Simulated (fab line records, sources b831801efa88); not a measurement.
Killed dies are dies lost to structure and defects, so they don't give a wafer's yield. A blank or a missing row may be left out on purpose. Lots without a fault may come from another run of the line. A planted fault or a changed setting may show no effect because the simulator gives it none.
Chamber matching | flow sky130 | SKY_CONTACT_ETCH_16 on rie_diel-04: 4 sister chambers
The step etches BARC in N2/H2, stops on SiO2, time 45.9 s, target depth 60 nm. 8 wafers are shown with their chamber, then 10 later ones without.

WAFERS WITH THEIR CHAMBER
wafer  | chamber | drypump_motor_current_A (A) | rf_fwd_power_W (W)
L080.2 | 2       | 6.3                         | 494.1
L083.4 | 3       | 5.9                         | 495.7
L089.2 | 3       | 5.9                         | 496.5
L091.2 | 1       | 5.1                         | 494.6
L091.3 | 2       | 6.2                         | 494.1
L091.6 | 0       | 5.8                         | 492.8
L092.1 | 0       | 5.7                         | 493.1
L092.3 | 1       | 5.1                         | 491.3

WAFERS WITHOUT THEIR CHAMBER
wafer  | drypump_motor_current_A (A) | rf_fwd_power_W (W)
L092.4 | 6.3                         | 492.1
L093.2 | 5.8                         | 494.5
L093.5 | 5.8                         | 495.3
L093.6 | 5.9                         | 494.0
L094.1 | 6.3                         | 493.7
L094.4 | 5.7                         | 493.5
L094.6 | 5.1                         | 493.0
L095.1 | 5.1                         | 493.9
L095.2 | 5.7                         | 492.7
L095.5 | 5.1                         | 492.0

WHICH CHAMBER EACH WENT THROUGH
wafer  | from the rows above     | in truth
L092.4 | 2                       | 2
L093.2 | can't be placed: 0 or 3 | 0
L093.5 | can't be placed: 3 or 0 | 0
L093.6 | can't be placed: 3 or 0 | 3
L094.1 | 2                       | 2
L094.4 | 0                       | 0
L094.6 | 1                       | 1
L095.1 | 1                       | 1
L095.2 | 0                       | 0
L095.5 | 1                       | 1
Placed correctly: 7 of 10. Can't be placed from these rows: 3 (the true chamber is among the candidates in 3). Placed wrongly: 0.
How it was worked out, from the rows above alone: a wafer's distance from a chamber is the root of the sum, over the readings, of the square of ((its reading less the chamber's mean) divided by the reading's scatter). The wafer belongs to the nearest chamber; if the next one is less than 2 further off, it can't be placed. A chamber's mean is the mean of its shown wafers. The scatter: the root of (the sum of the squares of (reading less its chamber's mean) over the shown wafers, divided by (wafers less chambers)).
